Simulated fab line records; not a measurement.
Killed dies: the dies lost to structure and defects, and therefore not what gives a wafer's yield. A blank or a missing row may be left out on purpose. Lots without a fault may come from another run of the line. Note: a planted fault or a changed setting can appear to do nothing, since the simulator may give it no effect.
Tool commonality check + flow gf180mcu + Sampled: 13 lots, 39 wafers

## WHY IT WAS OPENED
Of 13 lots, 3 have the reading VT_IMPLANT_03_OVL flagged at GF_VT_IMPLANT_OVL_MEAS_40. Fault-free wafers read -0.4 nm, with a standard deviation of 1.5.
Rule: a lot gets a flag if all its wafers with a number sit over 4 standard deviations from that mean, or if no wafer of it has a number. All remaining lots are regarded as sound.

| lot  | measured     | on         | VT_IMPLANT_03_OVL (nm), wafer by wafer | flag    |
|------|--------------|------------|----------------------------------------|---------|
| L763 | day 7 15:31  | overlay-01 | 1.1 1.8 0.2                            |         |
| L764 | day 7 19:45  | overlay-02 | -2.1 -0.7 -1.9                         |         |
| L766 | day 8 07:58  | overlay-02 | 0.8 -0.8 0.2                           |         |
| L767 | day 8 17:27  | overlay-02 | -0.2 -0.8 -1.6                         |         |
| L770 | day 9 16:55  | overlay-01 | 0.6 0.3 -0.1                           |         |
| L772 | day 10 02:13 | overlay-02 | 218.7 219.7 218.0                      | FLAGGED |
| L774 | day 10 19:48 | overlay-01 | 217.6 216.7 216.0                      | FLAGGED |
| L777 | day 11 09:40 | overlay-01 | 216.3 218.4 217.3                      | FLAGGED |
| L780 | day 12 09:49 | overlay-02 | 0.5 3.5 0.8                            |         |
| L782 | day 12 20:24 | overlay-01 | -0.2 0.4 -0.1                          |         |
| L784 | day 13 14:01 | overlay-02 | -0.9 -1.1 -2.8                         |         |
| L785 | day 13 20:19 | overlay-01 | 1.5 1.1 0.6                            |         |
| L786 | day 13 23:12 | overlay-01 | 1.0 1.4 1.4                            |         |
Flagged lots average 217.6 nm: +218.0 nm relative to the usual, that is +99 or more standard deviations.

## EACH LOT AND THE TOOL IT RAN ON
The record holds 1 process step before the reading, out of a route of 602 steps. Read each cell as the tool, then ch plus the chambers that the sampled wafers visited, then the start.
| lot  | flag    | GF_VT_IMPLANT_EXPOSE_37             |
|------|---------|-------------------------------------|
| L763 |         | iline-stepper-02 ch 0, day 7 07:47  |
| L764 |         | iline-stepper-02 ch 0, day 7 12:19  |
| L766 |         | iline-stepper-01 ch 0, day 8 00:26  |
| L767 |         | iline-stepper-02 ch 0, day 8 10:08  |
| L770 |         | iline-stepper-01 ch 0, day 9 08:13  |
| L772 | FLAGGED | iline-stepper-02 ch 0, day 9 18:05  |
| L774 | FLAGGED | iline-stepper-02 ch 0, day 10 10:17 |
| L777 | FLAGGED | iline-stepper-02 ch 0, day 11 00:51 |
| L780 |         | iline-stepper-01 ch 0, day 12 00:35 |
| L782 |         | iline-stepper-01 ch 0, day 12 11:01 |
| L784 |         | iline-stepper-01 ch 0, day 13 04:06 |
| L785 |         | iline-stepper-01 ch 0, day 13 10:32 |
| L786 |         | iline-stepper-01 ch 0, day 13 13:25 |
These steps, and what they do:
- GF_VT_IMPLANT_EXPOSE_37: exposes mask Nwell HV AREA, target cd 860 nm.
- GF_VT_IMPLANT_OVL_MEAS_40

## FLAGGED OVER TOTAL, TOOL BY TOOL (the gauges that took the reading come last)
| step                      | tool             | lots run | flagged | share of the flagged lots | sound lots run after its first flagged lot |
|---------------------------|------------------|----------|---------|---------------------------|--------------------------------------------|
| GF_VT_IMPLANT_EXPOSE_37   | iline-stepper-01 | 7        | 0       | none                      | -                                          |
| GF_VT_IMPLANT_EXPOSE_37   | iline-stepper-02 | 6        | 3       | all                       | 0                                          |
| GF_VT_IMPLANT_OVL_MEAS_40 | overlay-01       | 7        | 2       | some                      | 3 (L782,L785,L786)                         |
| GF_VT_IMPLANT_OVL_MEAS_40 | overlay-02       | 6        | 1       | some                      | 2 (L780,L784)                              |

## WHAT THE TABLE ALLOWS
In the table, 1 row covers all flagged lots: iline-stepper-02 at GF_VT_IMPLANT_EXPOSE_37.
- iline-stepper-02 at GF_VT_IMPLANT_EXPOSE_37: 3 of its 6 lots flagged. It ran its last sound lot, L767, at day 8 10:08 and its first flagged lot, L772, at day 9 18:05: a fault with its onset between the two fits.
iline-stepper-02 at GF_VT_IMPLANT_EXPOSE_37 is the single tool remaining.

## WHAT THE SIMULATOR HAD PUT IN
Scanner matching overlay: iline-stepper-02, from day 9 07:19 on, at GF_VT_IMPLANT_EXPOSE_37. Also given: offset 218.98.
Lots struck among those shown: L772, L774, L777. This agrees with what the rule above found.
